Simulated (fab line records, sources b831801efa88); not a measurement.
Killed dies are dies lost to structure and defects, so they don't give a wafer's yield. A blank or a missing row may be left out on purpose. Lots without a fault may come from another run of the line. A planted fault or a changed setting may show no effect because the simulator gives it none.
A struck lot beside a sound one | flow sky130 | 22 steps out of a route of 708
Sound: wafers L252.2, L252.3, L252.5. Struck: wafers L258.1, L258.3. The cause comes at the end.
At each step with rows: each side's tool, then ch and its chambers, then its first start. Under that, the readings that differ: sound wafers | struck wafers | difference of the means | sigmas: that difference in standard deviations of wafers without a fault.
alike: readings whose means differ by less than 2 such deviations, and words and numbers that are the same on both sides. not compared: withheld readings, readings that some wafer has no value for, bounds like >300 that may hide the same value, and numbers for which the record gives no deviation and whose values overlap.
The two part at a step that has a row with sigmas, a row that says differs or no value, or rows on one side only. Numbers that don't overlap but have no deviation are shown without sigmas and don't part them. A reading that every wafer of one side lacks parts them only if that side has two wafers or more.

first, 6 steps without rows for these wafers: SKY_VT_ADJUST_LVTN_HMDS_12 (prime time 60 s); SKY_VT_ADJUST_LVTN_COAT_13 (resist thk 1140 nm); SKY_VT_ADJUST_LVTN_SOFTBAKE_14 (time 60 s); SKY_VT_ADJUST_LVTN_EXPOSE_15 (exposes mask HVN STD DERIVED, target cd 600 nm); SKY_VT_ADJUST_LVTN_PEB_16; SKY_VT_ADJUST_LVTN_DEVELOP_17 (develop time 60 s).
SKY_VT_ADJUST_LVTN_OVL_MEAS_18:
  sound on overlay-02, day 8 08:57; struck on overlay-02, day 9 22:05
  reading                    | sound         | struck  | difference | sigmas
  VT_ADJUST_LVTN_01_OVL (nm) | 0.4 -0.8 -0.7 | 2.7 4.2 | +3.8       | +3
then, 1 step without rows for these wafers: SKY_VT_ADJUST_LVTN_IMPLANT_19.
SKY_VT_ADJUST_LVTN_STRIP_20: strips in O2/N2.
  sound on plasma_asher-01 ch 0, day 8 09:08; struck on plasma_asher-04 ch 0,1, day 9 22:17
  reading                     | sound       | struck  | difference | sigmas
  drypump_motor_current_A (A) | 5.0 5.0 5.0 | 6.4 6.1 | +1.2       | +3
  alike: oes_product_au, strip_time_to_endpoint_s
  not compared: rf_hours_counter_h
SKY_VT_ADJUST_LVTN_TW_MEAS_21:
  sound on film_metro-02, day 8 09:14; struck on film_metro-02, day 9 22:23
  alike: VT_ADJUST_LVTN_2_TW
then, 2 steps without rows for these wafers: SKY_VT_ADJUST_NCORE_DEHYDRATE_00 (time 60 s); SKY_VT_ADJUST_NCORE_HMDS_01 (prime time 60 s).
SKY_VT_ADJUST_NCORE_COAT_02: resist thk 1140 nm.
  sound on litho_track-02 ch 0, day 8 19:56; struck on litho_track-02 ch 0, day 10 09:07
  reading                                              | sound          | struck    | difference | sigmas
  model.NOVOLAK_of_VT_ADJUST_NCORE_COAT_02.thk_nm (nm) | 1139 1140 1140 | 1119 1119 | -21        |
  alike: dispense_pressure_kPa
then, 3 steps without rows for these wafers: SKY_VT_ADJUST_NCORE_SOFTBAKE_03 (time 60 s); SKY_VT_ADJUST_NCORE_EXPOSE_04 (exposes mask LVTN COMPLEMENT THIN, target cd 380 nm); SKY_VT_ADJUST_NCORE_PEB_05.
SKY_VT_ADJUST_NCORE_DEVELOP_06: develop time 60 s.
  sound on litho_track-04 ch 0, day 9 07:16; struck on litho_track-04 ch 0, day 10 20:47
  reading                                              | sound          | struck    | difference | sigmas
  model.NOVOLAK_of_VT_ADJUST_NCORE_COAT_02.thk_nm (nm) | 1139 1139 1140 | 1118 1119 | -21        |
SKY_VT_ADJUST_NCORE_CD_MEAS_07: target cd 380 nm.
  sound on cd_sem-02, day 9 07:25; struck on cd_sem-02, day 10 21:00
  alike: cd_nm
SKY_VT_ADJUST_NCORE_OVL_MEAS_08:
  sound on overlay-02, day 9 07:31; struck on overlay-02, day 10 21:07
  alike: VT_ADJUST_NCORE_OVL
then, 1 step without rows for these wafers: SKY_VT_ADJUST_NCORE_IMPLANT_09.
SKY_VT_ADJUST_NCORE_STRIP_10: strips in O2/N2.
  sound on plasma_asher-01 ch 0, day 9 07:42; struck on plasma_asher-01 ch 1, day 10 21:18
  reading                      | sound             | struck      | difference | sigmas
  strip_time_to_endpoint_s (s) | 14.17 14.16 14.17 | 13.94 13.93 | -0.23      | -6
  alike: drypump_motor_current_A, oes_product_au
  not compared: rf_hours_counter_h
SKY_VT_ADJUST_NCORE_TW_MEAS_11:
  sound on film_metro-04, day 9 07:49; struck on film_metro-01, day 10 21:24
  alike: VT_ADJUST_NCORE_TW

WHERE THEY PART
First at SKY_VT_ADJUST_LVTN_OVL_MEAS_18; last, within this record, at SKY_VT_ADJUST_NCORE_STRIP_10. Later steps at which nothing parts them and some readings are alike: SKY_VT_ADJUST_NCORE_TW_MEAS_11.

WHY: what the simulator had put in
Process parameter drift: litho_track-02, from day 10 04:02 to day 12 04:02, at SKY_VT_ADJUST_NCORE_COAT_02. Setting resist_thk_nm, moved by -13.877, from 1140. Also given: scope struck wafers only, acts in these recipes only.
